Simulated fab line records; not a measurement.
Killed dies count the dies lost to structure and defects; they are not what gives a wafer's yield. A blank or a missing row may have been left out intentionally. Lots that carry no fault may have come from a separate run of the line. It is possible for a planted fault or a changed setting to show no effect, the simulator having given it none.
Which tool was responsible? -- flow sky130 -- Sampling: 13 lots, 39 wafers, 5 of 708 route steps

## WHAT THE GAUGES READ, wafer by wafer
No reading from a measuring or inspecting step in the record can be judged against a usual standard deviation.

## TOOL THAT RAN EACH LOT (tool first, then ch and the chambers of the sampled wafers, then the start)
lot,SKY_LI_CONTACT_CMP_02,SKY_LI_CONTACT_CVD_21,SKY_LOCAL_INTERCONNECT_STRIP_15,SKY_CONTACT_CMP_04,SKY_PAD_OPEN_PROBE_99
L606,"cmp-02 ch 0,1,2, day 27 15:23","cvdW-02 ch 0,1, day 28 20:47","plasmaAsher-04 ch 0,1, day 30 01:20","cmp-02 ch 0,1,2, day 30 02:11","prober-01, day 45 12:57"
L608,"cmp-02 ch 0,1,3, day 28 08:43","cvdW-01 ch 1, day 29 13:36","plasmaAsher-04 ch 0,1, day 30 18:32","cmp-01 ch 1,2,3, day 30 19:24","prober-01, day 46 04:16"
L615,"cmp-01 ch 1,2, day 31 11:55","cvdW-01 ch 0,1, day 32 15:52","plasmaAsher-02 ch 0,1, day 33 19:25",-,"prober-01, day 48 08:58"
L613,"cmp-02 ch 1,2,3, day 31 12:36","cvdW-02 ch 0,1, day 32 17:05","plasmaAsher-01 ch 0,1, day 33 21:19",-,"prober-02, day 48 09:58"
L618,"cmp-01 ch 0,2,3, day 32 18:02","cvdW-02 ch 0,1, day 33 21:47","plasmaAsher-04 ch 0,1, day 35 01:47","cmp-01 ch 1,2, day 35 02:38","prober-01, day 49 06:06"
L619,"cmp-01 ch 0,1,3, day 32 21:14","cvdW-01 ch 0,1, day 34 00:21","plasmaAsher-04 ch 0,1, day 35 04:04","cmp-01 ch 2,3, day 35 04:54","prober-02, day 49 09:23"
L620,"cmp-01 ch 0,1,3, day 33 00:07","cvdW-01 ch 0,1, day 34 03:29","plasmaAsher-01 ch 0,1, day 35 07:20","cmp-02 ch 0,1, day 35 08:10","prober-01, day 49 11:47"
L621,"cmp-01 ch 1,2,3, day 33 10:30","cvdW-01 ch 1, day 34 14:23","plasmaAsher-02 ch 0,1, day 35 18:08","cmp-01 ch 0,1,3, day 35 19:04","prober-02, day 49 16:40"
L622,"cmp-01 ch 1,2, day 33 14:44","cvdW-02 ch 0,1, day 34 18:47","plasmaAsher-02 ch 0,1, day 35 22:58","cmp-01 ch 0,1,2, day 36 00:01","prober-01, day 49 20:21"
L624,"cmp-01 ch 0,1, day 33 17:11","cvdW-01 ch 1, day 34 21:41","plasmaAsher-01 ch 0,1, day 36 01:20","cmp-02 ch 1,2,3, day 36 02:13","prober-02, day 49 23:21"
L623,"cmp-01 ch 0,1,2, day 33 20:17","cvdW-02 ch 0,1, day 34 23:56","plasmaAsher-01 ch 0,1, day 36 03:47","cmp-01 ch 1,2,3, day 36 04:45","prober-01, day 50 01:17"
L625,"cmp-02 ch 0,1,3, day 34 08:56","cvdW-01 ch 0,1, day 35 12:56","plasmaAsher-02 ch 0,1, day 36 15:59","cmp-02 ch 0,1,3, day 36 16:58","prober-02, day 50 08:08"
L627,"cmp-02 ch 0,1, day 34 18:09","cvdW-01 ch 0,1, day 35 22:02","plasmaAsher-04 ch 0,1, day 37 00:23","cmp-02 ch 1,2,3, day 37 01:14","prober-02, day 50 13:31"
- SKY_LI_CONTACT_CMP_02: polishes PSG.
- SKY_LI_CONTACT_CVD_21: deposits W, target thk 400 nm, time 120.56 s.
- SKY_LOCAL_INTERCONNECT_STRIP_15: strips in O2/N2.
- SKY_CONTACT_CMP_04: polishes SiO2.
- SKY_PAD_OPEN_PROBE_99

## WHAT THE TOOLS THEMSELVES READ (means of the sampled wafers that have a number; where no wafer has one, the mark that the record gives instead)
SKY_LI_CONTACT_CMP_02.
lot,tool,edgeZonePressureFrac,motorCurrentA (A),timeToEndpointS (s)
L606,cmp-02,1.001,12.2,31.7
L608,cmp-02,1.002,12.0,28.5
L615,cmp-01,0.997,12.2,37.7
L613,cmp-02,1.004,11.9,33.9
L618,cmp-01,0.995,12.4,34.4
L619,cmp-01,1.005,12.2,34.3
L620,cmp-01,0.996,12.7,35.6
L621,cmp-01,1.004,12.5,35.6
L622,cmp-01,1.002,11.9,36.7
L624,cmp-01,1.004,12.3,28.5
L623,cmp-01,0.995,12.4,32.6
L625,cmp-02,1.004,12.6,32.6
L627,cmp-02,0.999,13.1,33.5

SKY_LI_CONTACT_CVD_21.
lot,tool,heaterPowerOuterW (W),heaterPowerW (W)
L606,cvdW-02,535,847
L608,cvdW-01,464,774
L615,cvdW-01,461,765
L613,cvdW-02,545,859
L618,cvdW-02,541,862
L619,cvdW-01,451,741
L620,cvdW-01,458,716
L621,cvdW-01,461,775
L622,cvdW-02,542,858
L624,cvdW-01,477,769
L623,cvdW-02,532,856
L625,cvdW-01,467,764
L627,cvdW-01,455,745

SKY_LOCAL_INTERCONNECT_STRIP_15.
lot,tool,chamberPressureMTorr (mTorr),drypumpMotorCurrentA (A),oesProductAu (a.u.),stripTimeToEndpointS (s)
L606,plasmaAsher-04,1501.2,4.8,0.424,4.747
L608,plasmaAsher-04,1499.1,4.9,0.427,4.729
L615,plasmaAsher-02,-,-,-,-
L613,plasmaAsher-01,-,-,-,-
L618,plasmaAsher-04,1500.1,4.8,0.425,4.702
L619,plasmaAsher-04,1500.3,4.8,0.429,4.695
L620,plasmaAsher-01,1498.5,5.8,0.422,4.716
L621,plasmaAsher-02,1500.1,6.1,0.425,4.707
L622,plasmaAsher-02,1500.5,6.1,0.432,4.732
L624,plasmaAsher-01,1499.7,5.8,0.425,4.714
L623,plasmaAsher-01,1500.4,5.5,0.429,4.692
L625,plasmaAsher-02,1501.4,5.9,0.427,4.722
L627,plasmaAsher-04,1500.4,4.9,0.422,4.729

SKY_CONTACT_CMP_04.
lot,tool,edgeZonePressureFrac,motorCurrentA (A),timeToEndpointS (s)
L606,cmp-02,1.005,12.0,83
L608,cmp-01,1.004,12.5,88
L618,cmp-01,0.998,12.3,84
L619,cmp-01,1.002,12.3,85
L620,cmp-02,1.001,13.0,81
L621,cmp-01,1.000,12.3,77
L622,cmp-01,1.004,12.3,84
L624,cmp-02,0.998,12.0,85
L623,cmp-01,0.999,12.1,85
L625,cmp-02,1.000,12.0,87
L627,cmp-02,0.998,12.4,82

SKY_PAD_OPEN_PROBE_99.
lot,tool,killed_at_M0_to_M3,killed_at_M4_up,killedAtContacts,killedAtFrontEnd,killedAtOther,killedDies,killedOnRim,killedOpen,killedShort
L606,prober-01,45,3.7,25,14,0.3,88,18,52,36
L608,prober-01,36,4.0,28,14,0.7,82,15,43,39
L615,prober-01,41,1.3,435,14,0.3,492,96,45,32
L613,prober-02,41,4.0,434,13,0.0,492,96,57,35
L618,prober-01,52,3.7,21,18,0.3,95,16,54,41
L619,prober-02,44,3.0,26,14,0.3,87,17,46,41
L620,prober-01,47,1.7,24,11,0.0,83,18,48,35
L621,prober-02,47,1.7,19,16,0.7,85,16,44,40
L622,prober-01,46,3.3,19,16,0.0,84,14,48,36
L624,prober-02,43,3.0,20,14,0.0,80,14,52,28
L623,prober-01,45,1.3,25,16,0.7,88,19,51,36
L625,prober-02,49,2.3,21,15,0.3,88,16,48,40
L627,prober-02,46,3.3,23,15,0.3,88,16,48,40

## THE ANSWER, worked out from the rows above alone
Rule: the usual values come from the lots themselves. Put in order of their means at a reading, lots are off if they are a third of the lots or fewer, leave a main group of 4 or more, and stand apart from it by a gap of 3 or more times the standard deviation of the main group's means; of several such gaps the widest counts. If all means in a main group match to the digits the tables above print for the reading, that group is not used. A lot without any number at a reading at which 4 lots or more have one is off too. Any other lot the step has rows for is counted as sound. The gauges are gone through in route order, then the tools' own readings, and for those a lot's mean is taken as printed above. At the first step where some lot is off, the reading lying furthest off is the one used; lots without a number count as furthest.
Off at SKY_LOCAL_INTERCONNECT_STRIP_15 (chamberPressureMTorr): L615, L613. Without a number there: L615, L613. For the main group the mean is 1500.2 mTorr and the standard deviation 0.8.
A tool fits if, at that step or a process step before it, it ran every lot that is off, and no sound lot after the first of them. No candidate that was tried fits.

## WHAT HAD BEEN PUT IN BY THE SIMULATOR
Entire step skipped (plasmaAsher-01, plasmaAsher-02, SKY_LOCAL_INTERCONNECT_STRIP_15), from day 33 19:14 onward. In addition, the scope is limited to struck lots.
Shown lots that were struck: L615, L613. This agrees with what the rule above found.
